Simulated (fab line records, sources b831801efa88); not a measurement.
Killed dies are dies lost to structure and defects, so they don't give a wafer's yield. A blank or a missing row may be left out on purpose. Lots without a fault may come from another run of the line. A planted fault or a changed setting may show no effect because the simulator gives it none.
Problem report in the 8D (eight disciplines) form, filled by code | flow sky130 | the parts of the form that need people (team, actions taken, sign-off) are left out

1. THE PROBLEM
VT_ADJUST_HVTR_OVL at SKY_VT_ADJUST_HVTR_OVL_MEAS_08 reads a mean of 113.4 nm on 9 wafers of 3 lots; wafers without a fault read 0.9 nm with a standard deviation of 1.4. That is +80 standard deviations from the usual mean.
First seen on wafer L343.2, day 12 01:25, on overlay-02. The record holds 39 wafers of 13 lots with a number at this step. Rule for "out", or "out of limits": more than 4 standard deviations from the usual mean. The other wafers with a number count as sound.

2. WHAT IT IS AND WHAT IT IS NOT
question                    | is                     | is not
which readings at this step | VT_ADJUST_HVTR_OVL     | -
which lots                  | L343, L349, L351       | L334, L335, L337, L339, L340, L341, L342, L346, L352, L355
which wafers of those lots  | all that have a number | -
read on which gauges        | overlay-01, overlay-02 | -
when                        | from day 12 01:25      | up to then (21 sound wafers); but 9 sound wafers of L346, L352, L355 came after

3. SUSPECTS, AND WHAT RULES EACH OUT
Counting: a tool at a process step up to the reading stays a suspect if it ran every lot that is out and no sound lot after the first of them.
- the gauge at SKY_VT_ADJUST_HVTR_OVL_MEAS_08: ruled out. The wafers that are out were read on 2 gauges (overlay-01, overlay-02).
- iline_stepper-01 at SKY_VT_ADJUST_HVTR_EXPOSE_04 (exposes mask HVTRM, target cd 380 nm): kept. It ran every lot that is out, first L343 (day 11 13:43), and no sound lot after that; its last sound lot up to then is L342 (day 11 07:59).
Left after counting: iline_stepper-01 at SKY_VT_ADJUST_HVTR_EXPOSE_04.

4. THE CAUSE (what the simulator had put in)
Scanner matching overlay: iline_stepper-01, from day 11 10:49 on, at SKY_VT_ADJUST_HVTR_EXPOSE_04. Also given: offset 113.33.
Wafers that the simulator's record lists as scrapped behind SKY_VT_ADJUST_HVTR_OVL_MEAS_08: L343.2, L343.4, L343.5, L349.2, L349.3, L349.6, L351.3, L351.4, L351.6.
Counting left only this tool.

5. THE CHAIN OF EFFECTS, in route order
Each row: a reading whose mean over the struck wafers that have a number lies more than 3 standard deviations from the usual. Only readings for which the record gives a usual standard deviation are gone through. hours: the time from each lot's start at the first step in this table that gives one to its start at this step, as a median over the lots. sigmas: the change in usual standard deviations.
hours | step                           | reading            | usual  | on struck wafers | change | sigmas
0     | SKY_VT_ADJUST_HVTR_OVL_MEAS_08 | VT_ADJUST_HVTR_OVL | 0.9 nm | 113.4            | +112.5 | +80

6. WHAT WOULD HAVE CAUGHT IT SOONER
In this record the first reading out of limits at a measuring or inspecting step was taken at day 12 01:25, 15 hours after the fault began at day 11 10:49.
Of the tool readings at SKY_VT_ADJUST_HVTR_EXPOSE_04 for which the record gives a usual standard deviation, none was out on any struck wafer, so an alarm limit of 4 standard deviations on them would not have fired.
Of the lots that are out (3), L349, L351 began SKY_VT_ADJUST_HVTR_EXPOSE_04 on iline_stepper-01 after day 12 01:25. A hold on the tool at that time would have spared those 2.
